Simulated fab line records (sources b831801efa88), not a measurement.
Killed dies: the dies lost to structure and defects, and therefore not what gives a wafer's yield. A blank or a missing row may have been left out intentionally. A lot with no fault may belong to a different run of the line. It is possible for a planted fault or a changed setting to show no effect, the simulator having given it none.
Chamber matching / flow sky130 / pecvd-01 running SKY_CONTACT_CVD_00: 3 sister chambers
The step deposits Si3N4, target thk 75 nm. 6 wafers are shown with their chamber, then 7 later ones without.

WAFERS WITH THEIR CHAMBER
wafer=L089.5; chamber=1; heater-power-w (W)=709
wafer=L092.3; chamber=2; heater-power-w (W)=670
wafer=L092.4; chamber=2; heater-power-w (W)=636
wafer=L092.5; chamber=1; heater-power-w (W)=675
wafer=L090.1; chamber=0; heater-power-w (W)=687
wafer=L090.5; chamber=0; heater-power-w (W)=691

WAFERS WHOSE CHAMBER IS MISSING
wafer=L090.6; heater-power-w (W)=640
wafer=L093.2; heater-power-w (W)=719
wafer=L093.3; heater-power-w (W)=640
wafer=L093.4; heater-power-w (W)=648
wafer=L096.1; heater-power-w (W)=685
wafer=L096.3; heater-power-w (W)=720
wafer=L096.5; heater-power-w (W)=652

EACH ONE'S CHAMBER
wafer=L090.6; from the rows above=can't be placed: 2 or 0 or 1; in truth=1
wafer=L093.2; from the rows above=can't be placed: 1 or 0 or 2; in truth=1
wafer=L093.3; from the rows above=can't be placed: 2 or 0 or 1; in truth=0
wafer=L093.4; from the rows above=can't be placed: 2 or 0 or 1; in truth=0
wafer=L096.1; from the rows above=can't be placed: 0 or 1 or 2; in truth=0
wafer=L096.3; from the rows above=can't be placed: 1 or 0 or 2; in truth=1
wafer=L096.5; from the rows above=can't be placed: 2 or 0 or 1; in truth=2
Placed correctly: 0 of 7. Unplaceable from these rows: 7, with the true chamber sitting among the candidates in 7. 0 placed wrongly.
How it was worked out, from the rows above alone: a wafer's distance from a chamber is the root of the sum, over the readings, of the square of ((its reading less the chamber's mean) divided by the reading's scatter). The wafer belongs to the nearest chamber; if the next one is less than 2 further off, it can't be placed. Each chamber's mean is taken over the wafers shown for it. The scatter is the square root of a quotient: the sum, over the shown wafers, of each reading's squared deviation from its chamber's mean, divided by wafers minus chambers.
